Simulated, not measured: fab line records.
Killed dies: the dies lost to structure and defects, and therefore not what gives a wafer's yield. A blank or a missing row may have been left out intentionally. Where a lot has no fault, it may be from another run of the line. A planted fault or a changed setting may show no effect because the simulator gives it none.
The tool behind it: which one? + flow sky130 + 15 lots with 45 wafers sampled at 6 steps, on a route of 708 steps

WHAT EACH GAUGE READ, for each wafer
SKY_VT_ADJUST_HVTP_TW_MEAS_11.
| lot  | measured     | on            | VT_ADJUST_HVTP_TW |
|------|--------------|---------------|-------------------|
| L769 | day 6 02:10  | film metro-02 | 1334 1333 1330    |
| L771 | day 6 14:43  | film metro-02 | 1333 1340 1340    |
| L772 | day 6 17:52  | film metro-04 | 1345 1347 1347    |
| L774 | day 7 05:53  | film metro-02 | 1335 1340 1333    |
| L775 | day 7 17:47  | film metro-04 | 1357 1350 1359    |
| L777 | day 8 07:26  | film metro-03 | 1372 1370 1374    |
| L778 | day 8 10:26  | film metro-02 | 1365 1364 1359    |
| L783 | day 9 15:59  | film metro-04 | 30 30 30          |
| L784 | day 10 01:32 | film metro-04 | 30 30 30          |
| L785 | day 10 02:43 | film metro-02 | 30 30 30          |
| L786 | day 10 09:01 | film metro-02 | 1358 1357 1364    |
| L787 | day 10 15:53 | film metro-03 | 1368 1366 1365    |
| L789 | day 11 21:16 | film metro-02 | 1357 1339 1339    |
| L790 | day 12 02:34 | film metro-04 | 1364 1370 1363    |
| L792 | day 12 11:54 | film metro-04 | 1359 1357 1358    |

SKY_VT_ADJUST_LVTN_OVL_MEAS_18.
| lot  | measured     | on         | VT_ADJUST_LVTN_01_OVL (nm) |
|------|--------------|------------|----------------------------|
| L769 | day 7 15:10  | overlay-01 | 0.0 -0.4 0.8               |
| L771 | day 8 03:55  | overlay-01 | 0.0 -1.3 -1.1              |
| L772 | day 8 07:19  | overlay-01 | 0.2 0.8 1.9                |
| L774 | day 8 19:46  | overlay-02 | -0.8 -1.7 -1.4             |
| L775 | day 9 10:19  | overlay-01 | 0.0 0.5 1.4                |
| L777 | day 10 02:20 | overlay-02 | 0.7 1.2 1.2                |
| L778 | day 10 05:07 | overlay-01 | -0.6 0.0 1.7               |
| L783 | day 11 13:07 | overlay-02 | 0.3 -0.2 -1.3              |
| L784 | day 12 00:07 | overlay-02 | -2.5 1.9 -0.2              |
| L785 | day 12 00:25 | overlay-02 | 1.1 0.6 0.7                |
| L786 | day 12 08:22 | overlay-02 | -0.9 -1.3 0.0              |
| L787 | day 12 15:05 | overlay-02 | -1.5 0.9 1.4               |
| L789 | day 14 00:07 | overlay-01 | -0.9 -1.1 -0.2             |
| L790 | day 14 06:19 | overlay-02 | 1.6 2.3 1.5                |
| L792 | day 14 16:17 | overlay-02 | 1.3 1.8 2.6                |

TOOL THAT RAN EACH LOT (tool first, then ch and the chambers of the sampled wafers, then the start)
| lot  | SKY_FIELD_ISO_ETCH_15             | SKY_PWDE_STRIP_09                   | SKY_NWELL_STRIP_25                   | SKY_VT_ADJUST_HVTP_STRIP_10          |
|------|-----------------------------------|-------------------------------------|--------------------------------------|--------------------------------------|
| L769 | rie diel-01 ch 1,2,3, day 2 07:07 | plasma asher-01 ch 0,1, day 3 21:28 | plasma asher-01 ch 0,1, day 5 07:21  | plasma asher-04 ch 0, day 6 02:04    |
| L771 | rie diel-04 ch 0,2,3, day 2 15:10 | plasma asher-01 ch 0,1, day 4 07:19 | plasma asher-02 ch 1, day 5 18:51    | plasma asher-03 ch 0,1, day 6 14:37  |
| L772 | rie diel-01 ch 1,2,3, day 2 21:14 | plasma asher-01 ch 0,1, day 4 11:36 | plasma asher-01 ch 0,1, day 5 21:57  | plasma asher-02 ch 0,1, day 6 17:46  |
| L774 | rie diel-01 ch 0,1,2, day 3 06:14 | plasma asher-03 ch 0,1, day 4 22:13 | plasma asher-02 ch 0,1, day 6 10:48  | plasma asher-03 ch 0,1, day 7 05:46  |
| L775 | rie diel-02 ch 0,1, day 3 12:43   | plasma asher-01 ch 0,1, day 5 08:42 | plasma asher-02 ch 0,1, day 6 22:36  | plasma asher-04 ch 0,1, day 7 17:40  |
| L777 | rie diel-04 ch 1,3, day 3 21:41   | plasma asher-02 ch 0,1, day 5 21:15 | plasma asher-04 ch 0,1, day 7 11:27  | plasma asher-02 ch 0,1, day 8 07:20  |
| L778 | rie diel-01 ch 0,1,2, day 4 03:02 | plasma asher-01 ch 0,1, day 6 01:00 | plasma asher-04 ch 0,1, day 7 15:06  | plasma asher-03 ch 0,1, day 8 10:20  |
| L783 | rie diel-01 ch 1,3, day 5 07:41   | plasma asher-03 ch 0,1, day 7 02:42 | plasma asher-01 ch 0, day 8 17:54    | plasma asher-04 ch 0, day 9 15:53    |
| L784 | rie diel-01 ch 0,1,3, day 5 11:25 | plasma asher-01 ch 0,1, day 7 10:09 | plasma asher-02 ch 0,1, day 9 02:57  | plasma asher-02 ch 0,1, day 10 01:26 |
| L785 | rie diel-02 ch 1,2,3, day 5 15:29 | plasma asher-01 ch 0,1, day 7 10:42 | plasma asher-04 ch 0,1, day 9 03:54  | plasma asher-02 ch 0,1, day 10 02:37 |
| L786 | rie diel-02 ch 1,2,3, day 5 21:17 | plasma asher-01 ch 0,1, day 7 16:46 | plasma asher-04 ch 0, day 9 09:36    | plasma asher-03 ch 0,1, day 10 08:55 |
| L787 | rie diel-01 ch 2,3, day 6 02:58   | plasma asher-01 ch 0,1, day 7 22:50 | plasma asher-01 ch 0,1, day 9 16:32  | plasma asher-02 ch 0,1, day 10 15:49 |
| L789 | rie diel-04 ch 0,1,2, day 6 13:02 | plasma asher-02 ch 0,1, day 9 00:19 | plasma asher-02 ch 0,1, day 10 21:48 | plasma asher-03 ch 0,1, day 11 21:10 |
| L790 | rie diel-02 ch 2,3, day 6 17:53   | plasma asher-02 ch 0,1, day 9 05:24 | plasma asher-04 ch 0,1, day 11 02:36 | plasma asher-04 ch 0,1, day 12 02:28 |
| L792 | rie diel-02 ch 2,3, day 7 03:31   | plasma asher-01 ch 0,1, day 9 12:44 | plasma asher-01 ch 0,1, day 11 10:35 | plasma asher-04 ch 0,1, day 12 11:49 |
- SKY_FIELD_ISO_ETCH_15: etches the open film in CHF3/O2, stops on Si, target depth 180 nm, time 72 s.
- SKY_PWDE_STRIP_09: strips in O2/N2.
- SKY_NWELL_STRIP_25: strips in O2/N2.
- SKY_VT_ADJUST_HVTP_STRIP_10: strips in O2/N2.

WHAT THE TOOLS THEMSELVES READ (means of the sampled wafers that have a number; where no wafer has one, the mark that the record gives instead)
SKY_FIELD_ISO_ETCH_15.
| lot  | tool        | drypump motor current A (A) | oes product au (a.u.) | throttle valve pct (%) |
|------|-------------|-----------------------------|-----------------------|------------------------|
| L769 | rie diel-01 | 5.3                         | 0.945                 | 8.840                  |
| L771 | rie diel-04 | 5.5                         | 0.950                 | 8.844                  |
| L772 | rie diel-01 | 5.3                         | 0.942                 | 8.840                  |
| L774 | rie diel-01 | 5.4                         | 0.947                 | 8.857                  |
| L775 | rie diel-02 | 5.8                         | 0.946                 | 8.836                  |
| L777 | rie diel-04 | 5.0                         | 0.950                 | 8.851                  |
| L778 | rie diel-01 | 5.4                         | 0.954                 | 8.846                  |
| L783 | rie diel-01 | 4.8                         | 0.957                 | 8.850                  |
| L784 | rie diel-01 | 5.2                         | 0.950                 | 8.837                  |
| L785 | rie diel-02 | 5.9                         | 0.944                 | 8.838                  |
| L786 | rie diel-02 | 5.9                         | 0.947                 | 8.847                  |
| L787 | rie diel-01 | 5.7                         | 0.954                 | 8.855                  |
| L789 | rie diel-04 | 5.4                         | 0.955                 | 8.844                  |
| L790 | rie diel-02 | 5.9                         | 0.944                 | 8.842                  |
| L792 | rie diel-02 | 5.8                         | 0.954                 | 8.833                  |

SKY_PWDE_STRIP_09.
| lot  | tool            | chamber pressure mTorr (mTorr) | drypump motor current A (A) | oes product au (a.u.) | strip time to endpoint s (s) |
|------|-----------------|--------------------------------|-----------------------------|-----------------------|------------------------------|
| L769 | plasma asher-01 | 1501.4                         | 5.1                         | 0.717                 | 37.01                        |
| L771 | plasma asher-01 | 1500.1                         | 5.1                         | 0.726                 | 36.90                        |
| L772 | plasma asher-01 | 1499.3                         | 5.5                         | 0.725                 | 36.87                        |
| L774 | plasma asher-03 | 1501.2                         | 5.3                         | 0.722                 | 36.92                        |
| L775 | plasma asher-01 | 1501.0                         | 5.5                         | 0.718                 | 36.75                        |
| L777 | plasma asher-02 | 1500.0                         | 5.3                         | 0.727                 | 36.90                        |
| L778 | plasma asher-01 | 1500.6                         | 5.5                         | 0.719                 | 36.75                        |
| L783 | plasma asher-03 | 1504.3                         | 5.3                         | 0.723                 | 36.95                        |
| L784 | plasma asher-01 | 1499.7                         | 5.1                         | 0.726                 | 36.86                        |
| L785 | plasma asher-01 | 1498.6                         | 5.5                         | 0.723                 | 36.84                        |
| L786 | plasma asher-01 | 1500.1                         | 5.1                         | 0.723                 | 36.95                        |
| L787 | plasma asher-01 | 1500.1                         | 5.5                         | 0.724                 | 36.94                        |
| L789 | plasma asher-02 | 1504.6                         | 5.2                         | 0.725                 | 36.91                        |
| L790 | plasma asher-02 | 1500.3                         | 5.2                         | 0.719                 | 36.98                        |
| L792 | plasma asher-01 | 1500.1                         | 5.0                         | 0.725                 | 36.94                        |

SKY_NWELL_STRIP_25.
| lot  | tool            | chamber pressure mTorr (mTorr) | drypump motor current A (A) | oes product au (a.u.) | strip time to endpoint s (s) |
|------|-----------------|--------------------------------|-----------------------------|-----------------------|------------------------------|
| L769 | plasma asher-01 | 1498.8                         | 5.5                         | 0.719                 | 37.01                        |
| L771 | plasma asher-02 | 1500.0                         | 5.4                         | 0.724                 | 36.98                        |
| L772 | plasma asher-01 | 1501.3                         | 5.5                         | 0.721                 | 36.95                        |
| L774 | plasma asher-02 | 1498.6                         | 5.2                         | 0.723                 | 37.04                        |
| L775 | plasma asher-02 | 1498.1                         | 5.2                         | 0.725                 | 37.07                        |
| L777 | plasma asher-04 | 1499.5                         | 5.0                         | 0.728                 | 36.90                        |
| L778 | plasma asher-04 | 1500.1                         | 5.1                         | 0.727                 | 36.87                        |
| L783 | plasma asher-01 | -                              | -                           | -                     | -                            |
| L784 | plasma asher-02 | -                              | -                           | -                     | -                            |
| L785 | plasma asher-04 | -                              | -                           | -                     | -                            |
| L786 | plasma asher-04 | 1497.5                         | 4.9                         | 0.723                 | 37.14                        |
| L787 | plasma asher-01 | 1500.2                         | 5.5                         | 0.723                 | 37.18                        |
| L789 | plasma asher-02 | 1501.9                         | 5.2                         | 0.724                 | 37.06                        |
| L790 | plasma asher-04 | 1500.2                         | 5.0                         | 0.723                 | 37.06                        |
| L792 | plasma asher-01 | 1500.9                         | 5.0                         | 0.722                 | 36.93                        |

SKY_VT_ADJUST_HVTP_STRIP_10.
| lot  | tool            | chamber pressure mTorr (mTorr) | drypump motor current A (A) | oes product au (a.u.) | strip time to endpoint s (s) |
|------|-----------------|--------------------------------|-----------------------------|-----------------------|------------------------------|
| L769 | plasma asher-04 | 1499.5                         | 4.93                        | 0.715                 | 14.13                        |
| L771 | plasma asher-03 | 1500.0                         | 5.32                        | 0.719                 | 14.19                        |
| L772 | plasma asher-02 | 1498.9                         | 5.21                        | 0.715                 | 14.19                        |
| L774 | plasma asher-03 | 1500.6                         | 5.33                        | 0.718                 | 14.22                        |
| L775 | plasma asher-04 | 1500.1                         | 5.10                        | 0.717                 | 14.21                        |
| L777 | plasma asher-02 | 1499.4                         | 5.20                        | 0.715                 | 14.10                        |
| L778 | plasma asher-03 | 1500.2                         | 5.27                        | 0.717                 | 14.24                        |
| L783 | plasma asher-04 | 1499.9                         | 4.91                        | 0.726                 | 58.73                        |
| L784 | plasma asher-02 | 1500.4                         | 5.20                        | 0.730                 | 58.92                        |
| L785 | plasma asher-02 | 1499.6                         | 5.30                        | 0.734                 | 58.84                        |
| L786 | plasma asher-03 | 1499.2                         | 5.26                        | 0.716                 | 14.16                        |
| L787 | plasma asher-02 | 1499.5                         | 5.30                        | 0.714                 | 14.13                        |
| L789 | plasma asher-03 | 1499.3                         | 5.33                        | 0.711                 | 14.24                        |
| L790 | plasma asher-04 | 1499.9                         | 5.02                        | 0.716                 | 14.19                        |
| L792 | plasma asher-04 | 1501.4                         | 5.01                        | 0.715                 | 14.15                        |

THE ANSWER, worked out from the rows above alone
Rule: the usual values come from the lots themselves. The widest of any qualifying gaps counts: lots, ordered by their means at a reading, are off when they make up no more than a third of the lots, leave a main group of 4 or more, and stand apart from it by 3 or more times the standard deviation of that group's means. If all means in a main group match to the digits the tables above print for the reading, that group is not used. Also off: a lot with no number at a reading for which 4 or more lots have one. All remaining lots with rows at the step are treated as sound. Order of review: gauges by route order, followed by the tools' own readings, for which a lot's mean as printed above is used. At the first step where some lot is off, the reading lying furthest off is the one used; lots without a number count as furthest.
Off: L783, L784, L785, at SKY_VT_ADJUST_HVTP_TW_MEAS_11 (VT_ADJUST_HVTP_TW). For the main group the mean is 1353 and the standard deviation 13.
If a tool, at a process step before that reading, ran all the lots that are off and no sound lot after the first of them, it fits. The gauges at SKY_VT_ADJUST_HVTP_TW_MEAS_11 aren't tried: what is off there is off at SKY_NWELL_STRIP_25 too, on other tools, and a gauge's error can't cause that. Of those tried, none fits.

WHAT THE SIMULATOR HAD PUT IN
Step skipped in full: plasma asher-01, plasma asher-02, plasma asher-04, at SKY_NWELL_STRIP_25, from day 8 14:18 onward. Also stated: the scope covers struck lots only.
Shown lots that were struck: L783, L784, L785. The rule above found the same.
